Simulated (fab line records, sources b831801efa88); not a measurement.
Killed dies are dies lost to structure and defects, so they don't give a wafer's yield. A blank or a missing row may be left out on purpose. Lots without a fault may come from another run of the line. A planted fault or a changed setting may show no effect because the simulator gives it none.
Split-lot experiment | flow gf180mcu | 5 lots, 23 wafers read, on a route of 602 steps

THE SPLIT
At GF_HV_LDD_COAT_14 (resist thk 1000 nm), the setting resist_thk_nm was moved away from the recipe's 1000 nm on 4 of the 23 wafers read, by +2.6% to +4.5%. The other wafers ran this setting at the recipe's value.

The reading is taken at the split's own step.

THE READING
NOVOLAK_of_HV_LDD_COAT_14.thk_nm (the simulator's own value, which no gauge read), in nm, at GF_HV_LDD_COAT_14 (resist thk 1000 nm). The file gives no usual value for it. The 19 wafers here that ran the recipe average 999.4 nm, standard deviation 4 nm.

wafer  | tool, chamber at the split | resist_thk_nm as run, nm | against the recipe | NOVOLAK_of_HV_LDD_COAT_14.thk_nm, nm | against lot-mates on the recipe
L075.1 | litho_track-03, 0          | 1045                     | +4.5%              | 1050                                 | +47.7
L075.2 | litho_track-03, 0          | 1045                     | +4.5%              | 1048                                 | +45.7
L075.3 | litho_track-03, 0          | 1000                     | recipe             | 1003                                 | -
L075.6 | litho_track-03, 0          | 1000                     | recipe             | 1003                                 | -
L075.5 | litho_track-03, 0          | 1000                     | recipe             | 1001                                 | -
L076.1 | litho_track-04, 0          | 1000                     | recipe             | 1003                                 | -
L076.3 | litho_track-04, 0          | 1000                     | recipe             | 1003                                 | -
L076.5 | litho_track-04, 0          | 1000                     | recipe             | 1003                                 | -
L076.2 | litho_track-04, 0          | 1000                     | recipe             | 1005                                 | -
L076.6 | litho_track-04, 0          | 1000                     | recipe             | 1002                                 | -
L079.1 | litho_track-01, 0          | 1000                     | recipe             | 997.1                                | -
L079.2 | litho_track-01, 0          | 1000                     | recipe             | 994.3                                | -
L079.3 | litho_track-01, 0          | 1000                     | recipe             | 996.3                                | -
L079.4 | litho_track-01, 0          | 1000                     | recipe             | 992.2                                | -
L079.5 | litho_track-01, 0          | 1000                     | recipe             | 990.1                                | -
L080.1 | litho_track-01, 0          | 1000                     | recipe             | 999                                  | -
L080.2 | litho_track-01, 0          | 1000                     | recipe             | 998.5                                | -
L080.6 | litho_track-01, 0          | 1000                     | recipe             | 996.1                                | -
L085.1 | litho_track-04, 0          | 1026                     | +2.6%              | 1025                                 | +24.4
L085.2 | litho_track-04, 0          | 1000                     | recipe             | 1002                                 | -
L085.4 | litho_track-04, 0          | 1026                     | +2.6%              | 1027                                 | +26.4
L085.5 | litho_track-04, 0          | 1000                     | recipe             | 999.7                                | -
L085.6 | litho_track-04, 0          | 1000                     | recipe             | 1000                                 | -

THE FIT
A straight line over all 23 wafers: NOVOLAK_of_HV_LDD_COAT_14.thk_nm changes by +10.8 nm for each +1% of resist_thk_nm; r = +0.97; the points scatter about the line by 3.9 nm.
The same after taking each lot's own level away (the mean of its wafers on the recipe; 23 wafers): +10.2 nm for each +1%; r = +0.99; scatter 1.6 nm.
On that fit, the largest move of resist_thk_nm shifts the reading by 46 nm.
The lots' own levels span 994.00 to 1003.20 nm, that is 2.3 times the standard deviation above.
So the lot-to-lot level changes the slope little: the two slopes agree.
Check: with one of the wafers moved furthest among these (+4.5%) left out of the fit, the line predicts +45 nm for it against its lot-mates. It came out at +47.7 nm against them.

OTHER SPLITS ON THESE WAFERS
These wafers also went through other splits before the reading. Each is held against what the fit with the lots' levels taken away leaves over:
other split on the same wafers      | wafers away from the commonest value | r with NOVOLAK_of_HV_LDD_COAT_14.thk_nm (lot level and that fit taken away)
GF_DUAL_GATE_SOFTBAKE_07 temp_c     | 7                                    | -0.13
GF_POLY_GATE_ETCH_13 time_s         | 5                                    | +0.07
GF_HV_LDD_DEVELOP_06 develop_time_s | 11                                   | +0.01

THE WHOLE CHAIN: every reading that the file lists as answering this split, in the file's order
step               | what it does       | reading                                                                           | change (the file's fit)              | r (the file's)
GF_HV_LDD_COAT_14  | resist thk 1000 nm | NOVOLAK_of_HV_LDD_COAT_14.thk_nm (the simulator's own value, which no gauge read) | +10.3 nm for each +1% of the setting | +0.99
GF_HV_LDD_STRIP_22 | strips in O2/N2    | strip_time_to_endpoint_s                                                          | withheld for each +1% of the setting | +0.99

THE FILE'S OWN FIT
NOVOLAK_of_HV_LDD_COAT_14.thk_nm changes by +10.3 nm for each +1% of resist_thk_nm, r = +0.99.
